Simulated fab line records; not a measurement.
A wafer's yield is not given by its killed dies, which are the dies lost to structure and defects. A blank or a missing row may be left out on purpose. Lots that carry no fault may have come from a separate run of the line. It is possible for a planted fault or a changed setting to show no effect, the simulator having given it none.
A lot that was struck, set against a sound lot / flow sfqLine / 14 out of 325 route steps
Sound: the wafers L524.3, L524.4, L524.6. Struck: wafers L519.3, L519.5 (left out: L519.1, a lot-mate that was not struck); the cause follows at the end.
Each step with rows lists, per side, the tool, then ch with its chambers, then its first start. Under that, the readings that differ: sound wafers / struck wafers / difference of the means / sigmas: that difference in standard deviations of wafers without a fault.
alike: readings with means less than 2 such deviations apart, plus words and numbers identical on both sides. not compared: withheld readings, readings lacking a value on some wafer, bounds such as >300 that could conceal the same value, and numbers that have no deviation in the record and whose values overlap.
Wherever a step has rows on one side only, a row that says differs or no value, or a row with sigmas, the two part there. Numbers that have no deviation but don't overlap get no sigmas and don't part them. A reading that every wafer of one side lacks parts them only if that side has two wafers or more.

SFQ_TRILAYER_R5_BARC_OPEN_METAL_ETCH_177: etches BARC in O2, target depth 125 nm, time 41.7 s.
  sound on rieMetal-01 ch 0,1, day 69 22:37; struck on rieMetal-04 ch 0,1, day 67 13:26
  alike: drypumpMotorCurrentA, oesProductAu, runLengthS
  not compared: rfHoursCounterH
SFQ_TRILAYER_R5_ETCH_METAL_ETCH_139: etches the open film in Cl2, stops on SiO2, target depth 60 nm, time 40 s.
  sound on rieMetal-01 ch 0,1, day 69 22:41; struck on rieMetal-04 ch 0,1, day 67 13:29
  alike: drypumpMotorCurrentA, oesProductAu, runLengthS
  not compared: rfHoursCounterH
SFQ_TRILAYER_R5_STRIP_STRIP_140: strips in O2.
  sound on rieMetal-01 ch 0,1, day 69 22:55; struck on rieMetal-04 ch 0,1, day 67 13:33
  alike: drypumpMotorCurrentA, oesProductAu, platenTempC
  not compared: rfHoursCounterH
then, 1 step without rows for these wafers: SFQ_TRILAYER_R5_STRIP_SOLV_CLEAN_141 (cleans in NMP, time 600 s).
SFQ_TRILAYER_A5C_DEP_PECVD_142: deposits SiO2 from SiH4/N2O, time 15.556 s, target thk 70 nm.
  sound on pecvd-01 ch 0,1, day 69 23:31; struck on pecvd-04 ch 0, day 67 14:19
  alike: heaterPowerW, throttleValvePct
then, 6 steps without rows for these wafers: SFQ_TRILAYER_I5_LITHO_COAT_149 (resist thk 62 nm); SFQ_TRILAYER_I5_LITHO_COAT_144 (resist thk 650 nm); SFQ_TRILAYER_I5_LITHO_SOFTBAKE_148; SFQ_TRILAYER_I5_LITHO_EXPOSE_145 (exposes mask I5, target cd 700 nm); SFQ_TRILAYER_I5_LITHO_PEB_147 (peb time 60 s); SFQ_TRILAYER_I5_LITHO_DEVELOP_146 (time 60 s).
-- the record jumps here: 5 days lie between the struck wafers' starts before and after --
SFQ_I5_OVL_MEAS_936:
  sound: overlay-01 at day 75 02:58; struck: overlay-02 at day 72 20:49
  alike: I5_OVL
SFQ_TRILAYER_I5_BARC_OPEN_VIA_ETCH_200: etches BARC in O2, target depth 125 nm, time 41.7 s.
  sound on rieDiel-03 ch 0,2,3, day 75 02:59; struck on rieDiel-01 ch 3, day 72 20:52
reading=oesProductAu (a.u.); sound=0.686 0.685 0.690; struck=0.838 0.844; difference=+0.154; sigmas=+31
reading=runLengthS (s); sound=69.4 70.0 69.9; struck=59.8 59.7; difference=-10.0; sigmas=-25
reading=model.KrF_of_TRILAYER_I5_LITHO_COAT_144.thkNm (nm); sound=574.2 570.8 572.3; struck=585.3 582.3; difference=+11.4; sigmas=
  alike: drypumpMotorCurrentA
  not compared: rfHoursCounterH
SFQ_TRILAYER_I5_ETCH_VIA_ETCH_147: etches the open film in CHF3, stops on Nb, target depth 360 nm.
  sound on rieDiel-03 ch 0,2,3, day 75 03:01; struck on rieDiel-01 ch 3, day 72 20:54
  alike: drypumpMotorCurrentA, oesProductAu

== WHERE THEY PART ==
At SFQ_TRILAYER_I5_BARC_OPEN_VIA_ETCH_200 and nowhere else, as far as this record goes. Later steps at which nothing parts them and some readings are alike: SFQ_TRILAYER_I5_ETCH_VIA_ETCH_147.

WHY: what the simulator had put in
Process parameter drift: rieDiel-01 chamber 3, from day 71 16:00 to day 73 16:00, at SFQ_TRILAYER_I5_BARC_OPEN_VIA_ETCH_200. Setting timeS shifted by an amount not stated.
